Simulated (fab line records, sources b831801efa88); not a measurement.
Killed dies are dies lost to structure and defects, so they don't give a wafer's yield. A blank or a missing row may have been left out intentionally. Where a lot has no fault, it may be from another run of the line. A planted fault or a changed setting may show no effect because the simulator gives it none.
Matching of chambers ; flow gf180mcu ; GF_STI_ETCH_14 on rieSi-02: 4 sister chambers
The step etches Si in HBr/Cl2/O2, target depth 360 nm, time 102.9 s. 7 wafers are shown with their chamber, then 6 later ones without.

== WAFERS, EACH WITH ITS CHAMBER ==
wafer;chamber;drypumpMotorCurrentA (A);runLengthS (s)
L957.5;1;5.4;130.9
L961.3;1;5.4;130.8
L962.5;2;5.4;131.5
L963.3;3;6.2;130.9
L963.6;2;5.5;131.2
L964.3;0;6.5;132.0
L967.3;0;6.4;131.6

== WAFERS WITHOUT THEIR CHAMBER ==
wafer;drypumpMotorCurrentA (A);runLengthS (s)
L967.6;6.5;131.8
L968.1;6.5;131.8
L968.3;6.2;130.5
L979.3;5.5;131.2
L979.4;5.4;130.7
L979.6;5.4;131.2

== THE CHAMBER EACH PASSED THROUGH ==
wafer;from the rows above;in truth
L967.6;0;0
L968.1;0;0
L968.3;3;3
L979.3;can't be placed: 2 or 1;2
L979.4;1;1
L979.6;can't be placed: 2 or 1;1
Correctly placed: 4 of 6. Unplaceable from these rows: 2, with the true chamber sitting among the candidates in 2. 0 placed wrongly.
How it was worked out, from the rows above alone: a wafer's distance from a chamber is the root of the sum, over the readings, of the square of ((its reading less the chamber's mean) divided by the reading's scatter). If the next closest chamber is less than 2 further off than the closest, the wafer can't be placed; otherwise it belongs to the closest. Each chamber's mean is taken over the wafers shown for it. The scatter: take each reading less its chamber's mean, square it, sum over the shown wafers, divide by the number of wafers less the number of chambers, and take the root.
